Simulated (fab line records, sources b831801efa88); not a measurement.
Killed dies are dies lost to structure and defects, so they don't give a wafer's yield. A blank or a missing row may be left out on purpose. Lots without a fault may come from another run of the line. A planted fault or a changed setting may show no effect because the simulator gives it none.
Which tool did it? | flow sky130 | 24 lots, 72 wafers sampled, at 5 steps of a route of 708

WHAT THE GAUGES READ, wafer by wafer
SKY_CONTACT_CD_MEAS_14: target cd 170 nm. Usual: cd_nm 169.4 nm, standard deviation 1.4.
lot  | measured     | on        | cd_nm (nm)        | flag
L074 | day 31 04:52 | cd_sem-01 | 171.4 171.1 169.3 |
L075 | day 31 06:28 | cd_sem-01 | 170.2 170.6 170.9 |
L076 | day 32 01:11 | cd_sem-02 | 167.4 167.6 168.1 |
L077 | day 32 04:48 | cd_sem-01 | 169.7 169.9 172.0 |
L078 | day 32 16:37 | cd_sem-02 | 168.4 169.1 168.3 |
L079 | day 33 12:26 | cd_sem-01 | 170.8 172.2 169.4 |
L080 | day 33 19:04 | cd_sem-02 | 170.2 170.6 171.3 |
L081 | day 33 23:47 | cd_sem-01 | 170.8 171.8 171.2 |
L082 | day 34 13:59 | cd_sem-01 | 170.0 170.5 169.2 |
L083 | day 34 17:47 | cd_sem-02 | 167.5 167.3 167.3 |
L085 | day 35 14:16 | cd_sem-01 | 170.1 171.5 171.5 |
L084 | day 35 18:35 | cd_sem-02 | 169.8 170.9 170.4 |
L087 | day 36 05:53 | cd_sem-01 | 168.9 170.3 167.9 |
L086 | day 36 06:06 | cd_sem-01 | 165.7 166.7 166.1 |
L088 | day 36 12:08 | cd_sem-01 | 168.2 166.7 166.7 |
L090 | day 36 18:37 | cd_sem-02 | 168.1 167.9 167.8 |
L089 | day 36 19:46 | cd_sem-02 | 169.6 168.0 168.3 |
L091 | day 36 22:13 | cd_sem-02 | 169.0 170.3 168.9 |
L093 | day 37 14:15 | cd_sem-01 | 170.6 170.3 168.9 |
L092 | day 37 17:22 | cd_sem-02 | 169.9 169.9 170.1 |
L094 | day 37 23:49 | cd_sem-02 | 170.1 171.1 170.4 |
L095 | day 38 04:06 | cd_sem-01 | 169.2 168.5 167.6 |
L096 | day 38 07:30 | cd_sem-01 | 169.1 169.4 168.4 |
L097 | day 38 18:36 | cd_sem-01 | 169.7 168.9 170.0 |

SKY_VIA2_THK_MEAS_01. Usual: VIA2_HDPCVD_THK 1132 nm, standard deviation 13.
lot  | measured     | on            | VIA2_HDPCVD_THK (nm) | flag
L074 | day 34 18:19 | film_metro-01 | 1148 1138 1149       |
L075 | day 34 21:41 | film_metro-04 | 1142 1103 1137       |
L076 | day 35 15:38 | film_metro-03 | 1148 1144 1139       |
L077 | day 35 18:01 | film_metro-03 | 1112 1139 1129       |
L078 | day 36 05:20 | film_metro-01 | 1116 1115 1112       |
L079 | day 37 01:05 | film_metro-01 | 1124 1137 1117       |
L080 | day 37 07:52 | film_metro-04 | 1143 1126 1132       |
L081 | day 37 12:21 | film_metro-03 | 1144 1143 1135       |
L082 | day 38 01:34 | film_metro-01 | 1145 1129 1137       |
L083 | day 38 06:10 | film_metro-01 | 1134 1137 1130       |
L085 | day 39 02:29 | film_metro-03 | 1124 1118 1140       |
L084 | day 39 06:26 | film_metro-03 | 1110 1129 1118       |
L087 | day 39 16:00 | film_metro-01 | 1147 1138 1140       |
L086 | day 39 16:59 | film_metro-01 | 1121 1132 1127       |
L088 | day 39 22:47 | film_metro-03 | 1120 1122 1128       |
L090 | day 40 06:04 | film_metro-03 | 1115 1118 1133       |
L089 | day 40 06:24 | film_metro-01 | 1126 1114 1131       |
L091 | day 40 09:29 | film_metro-04 | 1127 1130 1120       |
L093 | day 40 23:29 | film_metro-03 | 1123 1134 1116       |
L092 | day 41 02:31 | film_metro-01 | 1134 1137 1121       |
L094 | day 41 07:52 | film_metro-01 | 1126 1128 1136       |
L095 | day 41 12:16 | film_metro-01 | 1162 1144 1146       |
L096 | day 41 15:47 | film_metro-01 | 1146 1153 1140       |
L097 | day 42 00:17 | film_metro-03 | 1139 1129 1138       |

SKY_VIA3_THK_MEAS_23: measures by xrf. Usual: VIA3_W_THK 401 nm, standard deviation 6.3.
lot  | measured     | on            | VIA3_W_THK (nm) | flag
L074 | day 39 08:34 | film_metro-03 | 408 408 409     |
L075 | day 39 11:09 | film_metro-03 | 405 416 411     |
L076 | day 40 03:48 | film_metro-03 | 402 399 406     |
L077 | day 40 06:44 | film_metro-01 | 402 411 409     |
L078 | day 40 16:35 | film_metro-01 | 392 393 400     |
L079 | day 41 12:08 | film_metro-01 | 393 392 390     |
L080 | day 41 17:36 | film_metro-02 | 387 383 385     |
L081 | day 41 21:16 | film_metro-01 | 397 401 403     |
L082 | day 42 09:29 | film_metro-02 | 404 403 411     |
L083 | day 42 14:05 | film_metro-01 | 400 402 402     |
L085 | day 43 07:43 | film_metro-03 | 409 402 408     |
L084 | day 43 10:56 | film_metro-01 | 401 398 403     |
L087 | day 43 19:01 | film_metro-01 | 396 395 397     |
L086 | day 43 19:39 | film_metro-03 | 396 400 398     |
L088 | day 44 02:46 | film_metro-01 | 407 398 403     |
L090 | day 44 07:43 | film_metro-01 | 396 392 400     |
L089 | day 44 09:16 | film_metro-02 | 399 399 396     |
L091 | day 44 10:55 | film_metro-02 | 400 403 390     |
L093 | day 44 22:49 | film_metro-02 | 409 404 412     |
L092 | day 45 01:51 | film_metro-03 | 409 406 395     |
L094 | day 45 08:49 | film_metro-02 | 400 402 409     |
L095 | day 45 12:25 | film_metro-01 | 397 395 401     |
L096 | day 45 14:53 | film_metro-01 | 408 406 403     |
L097 | day 45 22:27 | film_metro-02 | 398 400 401     |

WHICH TOOL RAN EACH LOT (tool, then ch and the chambers of the sampled wafers, then the start)
lot  | SKY_METAL2_SPUTTER_04        | SKY_VIA3_ETCH_14
L074 | pvd_sputter-01, day 33 14:49 | rie_diel-04 ch 0,1,2, day 39 07:31
L075 | pvd_sputter-03, day 33 17:38 | rie_diel-02 ch 1,2,3, day 39 10:09
L076 | pvd_sputter-01, day 34 12:02 | rie_diel-04 ch 1,2,3, day 40 02:43
L077 | pvd_sputter-02, day 34 14:28 | rie_diel-03 ch 1,3, day 40 05:43
L078 | pvd_sputter-03, day 35 02:09 | rie_diel-02 ch 0,1,2, day 40 15:27
L079 | pvd_sputter-01, day 35 21:55 | rie_diel-02 ch 0,1, day 41 11:00
L080 | pvd_sputter-02, day 36 04:14 | rie_diel-02 ch 0,1,2, day 41 16:28
L081 | pvd_sputter-01, day 36 09:05 | rie_diel-02 ch 0,1,2, day 41 20:13
L082 | pvd_sputter-02, day 36 21:38 | rie_diel-03 ch 0,1,2, day 42 08:28
L083 | pvd_sputter-03, day 37 03:04 | rie_diel-03 ch 0,2, day 42 13:04
L085 | pvd_sputter-02, day 37 23:41 | rie_diel-02 ch 0,2,3, day 43 06:40
L084 | pvd_sputter-03, day 38 03:19 | rie_diel-04 ch 0,1, day 43 09:56
L087 | pvd_sputter-02, day 38 13:43 | rie_diel-04 ch 0,1,3, day 43 17:56
L086 | pvd_sputter-03, day 38 14:23 | rie_diel-02 ch 2,3, day 43 18:37
L088 | pvd_sputter-01, day 38 20:50 | rie_diel-03 ch 0,2, day 44 01:42
L090 | pvd_sputter-02, day 39 03:40 | rie_diel-02 ch 1,2,3, day 44 06:43
L089 | pvd_sputter-01, day 39 04:15 | rie_diel-04 ch 0,1, day 44 07:47
L091 | pvd_sputter-03, day 39 07:16 | rie_diel-03 ch 0,1,3, day 44 09:56
L093 | pvd_sputter-03, day 39 22:13 | rie_diel-04 ch 0,1,2, day 44 21:48
L092 | pvd_sputter-03, day 40 01:08 | rie_diel-03 ch 0,1,2, day 45 00:51
L094 | pvd_sputter-01, day 40 07:11 | rie_diel-04 ch 1,2,3, day 45 07:43
L095 | pvd_sputter-02, day 40 10:55 | rie_diel-04 ch 1,2,3, day 45 11:25
L096 | pvd_sputter-03, day 40 14:46 | rie_diel-02 ch 0,1,3, day 45 13:53
L097 | pvd_sputter-01, day 41 00:12 | rie_diel-02 ch 0,2,3, day 45 21:26
- SKY_METAL2_SPUTTER_04: material TiN, target thk 70 nm, time 58.3 s.
- SKY_VIA3_ETCH_14: etches BARC in N2/H2, stops on SiO2, time 45.9 s, target depth 60 nm.

WHAT THE TOOLS THEMSELVES READ (means of the sampled wafers that have a number; where no wafer has one, the mark that the record gives instead)
SKY_METAL2_SPUTTER_04. Usual: throttle_valve_pct 29.5 %, standard deviation 0.99.
lot  | tool           | throttle_valve_pct (%) | flag
L074 | pvd_sputter-01 | 29.4                   |
L075 | pvd_sputter-03 | 28.8                   |
L076 | pvd_sputter-01 | 30.3                   |
L077 | pvd_sputter-02 | 30.6                   |
L078 | pvd_sputter-03 | 28.9                   |
L079 | pvd_sputter-01 | 29.5                   |
L080 | pvd_sputter-02 | 30.1                   |
L081 | pvd_sputter-01 | 29.5                   |
L082 | pvd_sputter-02 | 30.0                   |
L083 | pvd_sputter-03 | 28.8                   |
L085 | pvd_sputter-02 | 29.8                   |
L084 | pvd_sputter-03 | 29.4                   |
L087 | pvd_sputter-02 | 30.1                   |
L086 | pvd_sputter-03 | 28.3                   |
L088 | pvd_sputter-01 | 29.5                   |
L090 | pvd_sputter-02 | 30.6                   |
L089 | pvd_sputter-01 | 29.5                   |
L091 | pvd_sputter-03 | 29.1                   |
L093 | pvd_sputter-03 | 29.4                   |
L092 | pvd_sputter-03 | 28.8                   |
L094 | pvd_sputter-01 | 30.6                   |
L095 | pvd_sputter-02 | 30.6                   |
L096 | pvd_sputter-03 | 29.0                   |
L097 | pvd_sputter-01 | 29.1                   |

SKY_VIA3_ETCH_14. Usual: drypump_motor_current_A 5.6 A, standard deviation 0.41; oes_product_au 0.855 a.u., standard deviation 0.0046; throttle_valve_pct 13.224 %, standard deviation 0.0093.
lot  | tool        | drypump_motor_current_A (A) | oes_product_au (a.u.) | throttle_valve_pct (%) | flag
L074 | rie_diel-04 | 5.5                         | 0.857                 | 13.222                 |
L075 | rie_diel-02 | 5.4                         | 0.854                 | 13.233                 |
L076 | rie_diel-04 | 5.7                         | 0.856                 | 13.230                 |
L077 | rie_diel-03 | 6.1                         | 0.853                 | 13.215                 |
L078 | rie_diel-02 | 5.7                         | 0.859                 | 13.220                 |
L079 | rie_diel-02 | 5.6                         | 0.852                 | 13.232                 |
L080 | rie_diel-02 | 5.7                         | 0.856                 | 13.224                 |
L081 | rie_diel-02 | 5.7                         | 0.859                 | 13.223                 |
L082 | rie_diel-03 | 5.8                         | 0.856                 | 13.219                 |
L083 | rie_diel-03 | 5.7                         | 0.850                 | 13.234                 |
L085 | rie_diel-02 | 5.5                         | 0.854                 | 13.220                 |
L084 | rie_diel-04 | 5.1                         | 0.857                 | 13.220                 |
L087 | rie_diel-04 | 5.3                         | 0.853                 | 13.226                 |
L086 | rie_diel-02 | 5.5                         | 0.851                 | 13.218                 |
L088 | rie_diel-03 | 5.8                         | 0.856                 | 13.224                 |
L090 | rie_diel-02 | 5.4                         | 0.854                 | 13.230                 |
L089 | rie_diel-04 | 5.1                         | 0.863                 | 13.221                 |
L091 | rie_diel-03 | 5.9                         | 0.851                 | 13.228                 |
L093 | rie_diel-04 | 5.5                         | 0.851                 | 13.222                 |
L092 | rie_diel-03 | 5.8                         | 0.855                 | 13.220                 |
L094 | rie_diel-04 | 5.7                         | 0.851                 | 13.225                 |
L095 | rie_diel-04 | 5.7                         | 0.855                 | 13.224                 |
L096 | rie_diel-02 | 5.4                         | 0.854                 | 13.225                 |
L097 | rie_diel-02 | 5.5                         | 0.860                 | 13.226                 |

THE ANSWER, worked out from the rows above alone
Rule: a lot is off if the mean of its wafers that have a number lies more than 3 standard deviations from the usual mean. A lot without any number at a reading at which 4 lots or more have one is off too. The other lots that the step has rows for count as sound. The gauges are gone through in route order, then the tools' own readings, and for those a lot's mean is taken as printed above. The first step at which some lot is off is used, and at that step the reading that is off furthest; a lot without a number counts as furthest.
No lot is off at any reading shown: from this, nothing can be told.

WHAT THE SIMULATOR HAD PUT IN
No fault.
